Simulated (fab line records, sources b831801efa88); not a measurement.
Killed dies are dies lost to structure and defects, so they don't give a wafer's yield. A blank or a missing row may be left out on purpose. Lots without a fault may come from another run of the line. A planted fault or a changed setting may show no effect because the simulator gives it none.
fab line records | flow sky130
record lots=6 wafers=18 last_day=50
route steps=708 shown LDD_N@238 PAD_OPEN@708
lots that met no fault: from a run of the same line without faults
start_h: hours from the record's first day to the start of the lot's first wafer shown | wait_h: hours since the lot's step before | " the same as in the row above | L1.1+2: a row that stands for several wafers | - no value, or no start given | * or withheld: withheld | < > ~ a bound
route shown NAME@n: a module of which the file shows steps, and the number in the route of the first | usual: mean/standard deviation of fault-free wafers | same: alike in all rows | chamber/n: place in a boat | sites: the reading at each site | _std_site: their standard deviation | _edge_site: outer sites' mean less inner sites' | radius_mm: how far each site lies from the wafer's centre | mask NAME#n: copy n | behind: the tool/chamber that last shaped the wafer | hold: why the lot was held/for how many hours/how that ended | device: the transistor (n, p or np) that didn't switch | end of line: the same wafers' tests at the end of the route | a step without rows: its recipe alone | killed: dies lost to structure and defects at the first sort, not the wafer's yield | map: a wafer's dies, x killed, . not, _ none there
set.NAME: the setting as run; set.NAME@STEP: as run at that earlier step | model.NAME: the simulator's own value behind a step, which no gauge read
lots at some steps of the route; a table a step, a row a wafer
services: from which hour (start_h, from the record's first day; less than 0 if before it) a tool's chamber was out of use, for how many hours, and why
## steps
# step SKY_LDD_N_HMDS_01
# recipe prime_time_s=60 prime_temp_c=120
# step SKY_LDD_N_COAT_02
# recipe resist=NOVOLAK spin_rpm=3000 resist_thk_nm=300
# step SKY_LDD_N_SOFTBAKE_03
# recipe temp_c=90 time_s=60 resist=NOVOLAK
# step SKY_LDD_N_EXPOSE_04
# recipe mask_id=NTM target_cd_nm=840 na=0.6 source_shape=conventional sigma_outer=0.6 dose_mj=110
# step SKY_LDD_N_PEB_05
# recipe temp_c=withheld time_s=* resist=NOVOLAK
# step SKY_LDD_N_DEVELOP_06
# recipe develop_time_s=60 dev_temp_c=23
# step SKY_LDD_N_OVL_MEAS_07
# usual LDD_N_OVL=1.2/1.4
# columns lot.wafer tool chamber start_h wait_h LDD_N_OVL[nm]
L132.2 overlay-02 - 412.53 0.1 -0.1
L132.4 " - " " 0.4
L132.5 " - " " 1.1
L135.1 overlay-02 - 437.82 0.1 2.6
L135.2 " - " " 2.4
L135.5 " - " " 2.5
L143.4 overlay-01 - 517.40 0.1 2.2
L143.5 " - " " 0.6
L143.6 " - " " 0.7
L145.2 overlay-01 - 542.88 0.1 1.8
L145.4 " - " " 3.6
L145.6 " - " " 1.2
L147.1 overlay-01 - 560.14 0.1 -3.4
L147.2 " - " " -1.8
L147.4 " - " " -0.8
L153.2 overlay-01 - 595.15 0.1 2.0
L153.3 " - " " 0.1
L153.5 " - " " 3.2
# step SKY_LDD_N_IMPLANT_08
# recipe species=As energy_kev=20 dose_cm2=7.5e+13 tilt_deg=withheld rotation_deg=23
# step SKY_LDD_N_IMPLANT_09
# recipe species=As energy_kev=20 dose_cm2=7.5e+13 tilt_deg=withheld rotation_deg=113
# step SKY_LDD_N_IMPLANT_10
# recipe species=As energy_kev=20 dose_cm2=7.5e+13 tilt_deg=withheld rotation_deg=203
# step SKY_LDD_N_IMPLANT_11
# recipe species=As energy_kev=20 dose_cm2=7.5e+13 tilt_deg=withheld rotation_deg=293
# step SKY_LDD_N_IMPLANT_12
# recipe species=BF2 energy_kev=50 dose_cm2=5e+12 tilt_deg=30 rotation_deg=0
# step SKY_LDD_N_IMPLANT_13
# recipe species=BF2 energy_kev=50 dose_cm2=5e+12 tilt_deg=30 rotation_deg=90
# usual dose_ions_cm2=5e+12/5.3e+09 faraday_current_uA=28.3/0.53
# columns lot.wafer tool chamber start_h wait_h dose_ions_cm2 faraday_current_uA
L132.2 implanter-02 0 413.33 0.1 5e+12 28.8
L132.4 " 0 " " 5.002e+12 29.0
L132.5 " 0 " " 4.999e+12 28.3
L135.1 implanter-03 0 438.61 0.1 5.001e+12 28.5
L135.2 " 0 " " 5.003e+12 28.4
L135.5 " 0 " " 5.003e+12 28.3
L143.4 implanter-02 0 518.25 0.1 8.07e+12 44.4
L143.5 " 0 " " 8.059e+12 45.5
L143.6 " 0 " " 8.068e+12 45.6
L145.2 implanter-02 0 543.68 0.1 8.065e+12 45.0
L145.4 " 0 " " 8.066e+12 46.0
L145.6 " 0 " " 8.067e+12 45.4
L147.1 implanter-03 0 560.93 0.1 4.998e+12 27.9
L147.2 " 0 " " 4.998e+12 27.5
L147.4 " 0 " " 5e+12 28.5
L153.2 implanter-01 0 595.95 0.1 4.999e+12 27.9
L153.3 " 0 " " 5.004e+12 28.2
L153.5 " 0 " " 5.003e+12 27.6
# step SKY_LDD_N_IMPLANT_14
# recipe species=BF2 energy_kev=50 dose_cm2=5e+12 tilt_deg=30 rotation_deg=180
# step SKY_PAD_OPEN_PROBE_99
# usual killed_at_M0_to_M3=44/7.8 killed_at_M4_up=3.1/1.7 killed_at_contacts=25/5.1 killed_at_front_end=15/4.4 killed_at_other=0.5/0.68 killed_dies=88/9.9 killed_open=48/6.9 killed_short=39/6.5
# same gross_dies=492 killed_at_back_side=0
# columns lot.wafer tool chamber start_h wait_h killed_at_M0_to_M3 killed_at_M4_up killed_at_contacts killed_at_front_end killed_at_other killed_dies killed_open killed_short model.etest.tip_n.rs_ohm_sq model.etest.nfet_01v8_lvt.vt_sat_v model.etest.nfet_01v8_turned.vt_v model.etest.nfet_01v8.vt_sat_v model.etest.nfet_01v8_swapped.vt_sat_v model.etest.nfet_01v8_lvt.vt_v
L132.2 prober-02 - 1082.46 0.1 40 4 22 11 0 77 41 36 448.7 0.5548 0.7148 0.6615 0.6666 0.6312
L132.4 prober-02 - 1082.56 0.2 39 3 31 9 0 82 48 34 441.4 0.5195 0.6996 0.6372 0.6409 0.6073
L132.5 prober-02 - 1082.61 0.2 45 4 22 12 1 84 47 37 442.8 0.5426 0.7073 0.6532 0.6566 0.6129
L135.1 prober-01 - 1102.03 0.1 49 3 23 23 0 98 56 42 442.5 0.5446 0.7107 0.6576 0.6578 0.6153
L135.2 prober-01 - 1102.08 0.1 42 4 29 22 0 97 53 44 439.7 0.5355 0.7031 0.6519 0.6525 0.6115
L135.5 prober-01 - 1102.23 0.2 41 1 20 20 0 82 46 36 438.4 0.5495 0.7125 0.6565 0.6607 0.621
L143.4 prober-01 - 1149.07 0.2 42 7 26 18 0 93 48 45 448.8 0.5642 0.7274 0.6686 0.6715 0.6295
L143.5 prober-01 - 1149.12 0.2 41 3 38 10 1 93 60 31 443.1 0.5625 0.7265 0.67 0.6692 0.6267
L143.6 prober-01 - 1149.17 0.2 43 2 27 20 0 92 43 48 450.2 0.5633 0.7304 0.6656 0.6763 0.6351
L145.2 prober-01 - 1163.86 0.1 54 0 27 17 1 99 69 30 448.1 0.5455 0.7189 0.6579 0.658 0.619
L145.4 prober-01 - 1163.96 0.2 38 3 25 13 0 79 45 34 443.6 0.5545 0.718 0.6592 0.6618 0.6256
L145.6 prober-01 - 1164.06 0.2 40 3 20 14 0 77 37 40 446.6 0.5569 0.7305 0.6692 0.6716 0.6267
L147.1 prober-01 - 1174.57 0.1 51 3 24 17 0 95 55 40 441.9 0.5326 0.7028 0.6471 0.651 0.614
L147.2 prober-01 - 1174.62 0.1 38 5 27 16 0 86 53 33 439.2 0.5247 0.7023 0.6468 0.6501 0.6099
L147.4 prober-01 - 1174.72 0.2 47 2 30 19 0 98 55 42 436.4 0.5419 0.7042 0.6502 0.6519 0.6162
L153.2 prober-02 - 1196.07 0.1 42 5 22 12 1 82 48 34 442.4 0.5462 0.7053 0.6556 0.6585 0.6165
L153.3 prober-02 - 1196.12 0.2 45 3 16 20 0 84 44 39 442.1 0.5375 0.7048 0.6554 0.653 0.6138
L153.5 prober-02 - 1196.22 0.2 45 10 24 13 1 93 48 44 442 0.5478 0.7073 0.6578 0.6592 0.6216
# killed by level:class
L132.2 VIA2:geometric_particle:open=8 VIA1:geometric_particle:open=8 LI_CONTACT:geometric_particle:open=7 CONTACT:geometric_particle:open=5 CONTACT:geometric_particle:short=5 METAL2:geometric_particle:short=5 FIELD_ISO:geometric_particle:open=4 LOCAL_INTERCONNECT:geometric_particle:short=4
L132.4 CONTACT:geometric_particle:open=13 VIA1:geometric_particle:open=12 LI_CONTACT:geometric_particle:open=6 METAL2:geometric_particle:short=5 VIA1:geometric_particle:short=5 POLY_GATE:geometric_particle:open=4 LOCAL_INTERCONNECT:geometric_particle:short=4 VIA3:geometric_particle:open=3
L132.5 CONTACT:geometric_particle:open=10 VIA1:geometric_particle:short=8 VIA3:geometric_particle:open=7 METAL1:geometric_particle:short=7 VIA1:geometric_particle:open=7 VIA2:geometric_particle:open=5 VIA3:geometric_particle:short=4 FIELD_ISO:geometric_particle:open=3
L135.1 VIA1:geometric_particle:open=9 CONTACT:geometric_particle:open=9 VIA2:geometric_particle:open=9 SPACER:geometric_particle:open=6 METAL1:geometric_particle:short=6 FIELD_ISO:geometric_particle:open=5 LOCAL_INTERCONNECT:geometric_particle:short=5 CONTACT:geometric_particle:short=5
L135.2 CONTACT:geometric_particle:short=10 CONTACT:geometric_particle:open=9 VIA1:geometric_particle:open=8 POLY_GATE:geometric_particle:open=6 VIA3:geometric_particle:open=6 VIA1:geometric_particle:short=6 FIELD_ISO:geometric_particle:open=5 FIELD_ISO:geometric_particle:short=5
L135.5 FIELD_ISO:geometric_particle:open=10 CONTACT:geometric_particle:open=7 METAL2:geometric_particle:short=7 LI_CONTACT:geometric_particle:open=6 METAL1:geometric_particle:short=6 VIA1:geometric_particle:open=6 VIA2:geometric_particle:open=5 VIA3:geometric_particle:open=5
L143.4 VIA1:geometric_particle:open=13 CONTACT:geometric_particle:open=9 METAL2:geometric_particle:short=7 CONTACT:geometric_particle:short=6 FIELD_ISO:geometric_particle:short=5 METAL4:geometric_particle:short=5 LI_CONTACT:geometric_particle:open=5 VIA3:geometric_particle:open=4
L143.5 VIA1:geometric_particle:open=15 LI_CONTACT:geometric_particle:open=14 CONTACT:geometric_particle:open=13 LOCAL_INTERCONNECT:geometric_particle:short=7 VIA2:geometric_particle:open=5 METAL2:geometric_particle:short=5 FIELD_ISO:geometric_particle:short=4 VIA3:geometric_particle:open=4
L143.6 VIA1:geometric_particle:open=11 CONTACT:geometric_particle:open=8 LI_CONTACT:geometric_particle:open=7 FIELD_ISO:geometric_particle:open=6 CONTACT:geometric_particle:short=6 METAL3:geometric_particle:short=6 FIELD_ISO:geometric_particle:short=5 METAL1:geometric_particle:short=5
L145.2 VIA1:geometric_particle:open=14 CONTACT:geometric_particle:open=11 VIA3:geometric_particle:open=10 VIA1:geometric_particle:short=8 VIA2:geometric_particle:open=8 POLY_GATE:geometric_particle:short=6 LI_CONTACT:geometric_particle:open=6 LOCAL_INTERCONNECT:geometric_particle:open=5
L145.4 VIA1:geometric_particle:open=10 LI_CONTACT:geometric_particle:open=8 VIA2:geometric_particle:open=7 VIA1:geometric_particle:short=6 CONTACT:geometric_particle:open=6 LI_CONTACT:geometric_particle:short=5 LOCAL_INTERCONNECT:geometric_particle:short=5 METAL2:geometric_particle:short=5
L145.6 VIA1:geometric_particle:open=10 METAL1:geometric_particle:short=7 CONTACT:geometric_particle:open=6 POLY_GATE:geometric_particle:open=5 VIA3:geometric_particle:open=5 LI_CONTACT:geometric_particle:open=5 LI_CONTACT:geometric_particle:short=5 VIA1:geometric_particle:short=5
L147.1 VIA1:geometric_particle:open=12 VIA3:geometric_particle:open=10 CONTACT:geometric_particle:open=8 LI_CONTACT:geometric_particle:open=7 VIA2:geometric_particle:open=7 POLY_GATE:geometric_particle:short=6 POLY_GATE:geometric_particle:open=5 VIA2:geometric_particle:short=5
L147.2 VIA1:geometric_particle:open=11 VIA3:geometric_particle:open=10 CONTACT:geometric_particle:open=9 LI_CONTACT:geometric_particle:open=7 POLY_GATE:geometric_particle:open=5 CONTACT:geometric_particle:short=5 METAL3:geometric_particle:short=4 METAL2:geometric_particle:short=4
L147.4 LI_CONTACT:geometric_particle:open=12 CONTACT:geometric_particle:open=9 VIA2:geometric_particle:open=8 VIA1:geometric_particle:open=7 VIA1:geometric_particle:short=6 VIA3:geometric_particle:open=6 METAL1:geometric_particle:short=5 FIELD_ISO:geometric_particle:short=4
L153.2 VIA1:geometric_particle:open=10 VIA2:geometric_particle:open=10 LI_CONTACT:geometric_particle:open=8 CONTACT:geometric_particle:open=7 VIA3:geometric_particle:open=5 VIA1:geometric_particle:short=5 FIELD_ISO:geometric_particle:open=4 POLY_GATE:geometric_particle:short=4
L153.3 VIA1:geometric_particle:short=8 VIA2:geometric_particle:open=7 VIA1:geometric_particle:open=7 METAL2:geometric_particle:short=7 FIELD_ISO:geometric_particle:short=5 POLY_GATE:geometric_particle:open=5 LI_CONTACT:geometric_particle:open=5 CONTACT:geometric_particle:open=5
L153.5 VIA1:geometric_particle:open=11 METAL2:geometric_particle:short=8 METAL4:geometric_particle:short=8 CONTACT:geometric_particle:short=7 CONTACT:geometric_particle:open=7 VIA3:geometric_particle:open=7 VIA2:geometric_particle:open=6 LI_CONTACT:geometric_particle:open=5
## services
# columns tool chamber start_h hours kind
implanter-02 - 425.52 8.0 repair
implanter-03 - 425.61 6.2 pm
implanter-02 - 440.94 13.3 pm
implanter-01 - 444.19 4.8 pm
implanter-03 - 448.95 4.5 pm
implanter-02 - 473.96 2.7 repair
implanter-01 - 514.82 0.7 repair
implanter-02 - 578.65 6.3 repair
## key
first_sign step=SKY_LDD_N_IMPLANT_13 reading=dose_ions_cm2 direction=up sigmas=99+ usual=* struck=*
effect step=SKY_LDD_N_IMPLANT_13 reading=faraday_current_uA direction=up sigmas=32 usual=28.3 struck=45.3
model_effect step=SKY_PAD_OPEN_PROBE_99 value=etest.tip_n.rs_ohm_sq without=440.5 struck=446.7
met_at SKY_LDD_N_IMPLANT_13
struck_wafers L143.4,L143.5,L143.6,L145.2,L145.4,L145.6
tester_left_out L143,L145
onset_between 413.33 518.25
fault kind=process_parameter_drift tool=implanter-02 chamber=- onset_h=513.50 steps=SKY_LDD_N_IMPLANT_13 channel=dose_cm2 offset=* shape=step end_h=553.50 acts_in=* stated=*
# tester_left_out: of these lots the tester's yield and bins aren't shown, on N5 and GAA mostly nor the transistor test; their killed dies are dies lost to structure and defects alone, not to doping, threshold or leakage, so they don't give the yield
